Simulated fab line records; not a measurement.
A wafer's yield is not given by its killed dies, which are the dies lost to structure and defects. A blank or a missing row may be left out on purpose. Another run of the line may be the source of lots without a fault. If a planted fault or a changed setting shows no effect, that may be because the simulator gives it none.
Matching of chambers + flow sky130 + SKY_CAP2M_CVD_00 on pecvd-02: 3 sister chambers
The step deposits SiO2, target thk 15.5 nm. 6 wafers are shown with their chamber, then 8 later ones without.

## EACH WAFER AND ITS CHAMBER
| wafer  | chamber | heater_power_outer_w (W) | heater_power_w (W) |
|--------|---------|--------------------------|--------------------|
| L085.6 | 2       | 320                      | 576                |
| L087.4 | 0       | 455                      | 749                |
| L087.6 | 2       | 396                      | 675                |
| L088.4 | 1       | 430                      | 722                |
| L088.6 | 0       | 428                      | 754                |
| L090.2 | 1       | 498                      | 826                |

## WAFERS WITHOUT THEIR CHAMBER
| wafer  | heater_power_outer_w (W) | heater_power_w (W) |
|--------|--------------------------|--------------------|
| L090.3 | 438                      | 757                |
| L090.4 | 497                      | 806                |
| L094.3 | 462                      | 779                |
| L094.4 | 402                      | 688                |
| L094.6 | 343                      | 581                |
| L096.1 | 443                      | 760                |
| L096.2 | 464                      | 787                |
| L096.5 | 457                      | 749                |

## WHICH CHAMBER EACH WENT THROUGH
| wafer  | from the rows above          | in truth |
|--------|------------------------------|----------|
| L090.3 | can't be placed: 0 or 1      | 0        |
| L090.4 | can't be placed: 1 or 0      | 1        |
| L094.3 | can't be placed: 1 or 0      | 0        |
| L094.4 | can't be placed: 0 or 2 or 1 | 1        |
| L094.6 | 2                            | 2        |
| L096.1 | can't be placed: 0 or 1      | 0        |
| L096.2 | can't be placed: 1 or 0      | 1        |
| L096.5 | can't be placed: 0 or 1      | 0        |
Correctly placed: 1 of 8. These rows do not allow placing 7 (true chamber among the candidates in 7). Wrongly placed: 0.
How it was worked out, from the rows above alone: a wafer's distance from a chamber is the root of the sum, over the readings, of the square of ((its reading less the chamber's mean) divided by the reading's scatter). If the next closest chamber is less than 2 further off than the closest, the wafer can't be placed; otherwise it belongs to the closest. Each chamber's mean is taken over the wafers shown for it. The scatter: the root of (the sum of the squares of (reading less its chamber's mean) over the shown wafers, divided by (wafers less chambers)).
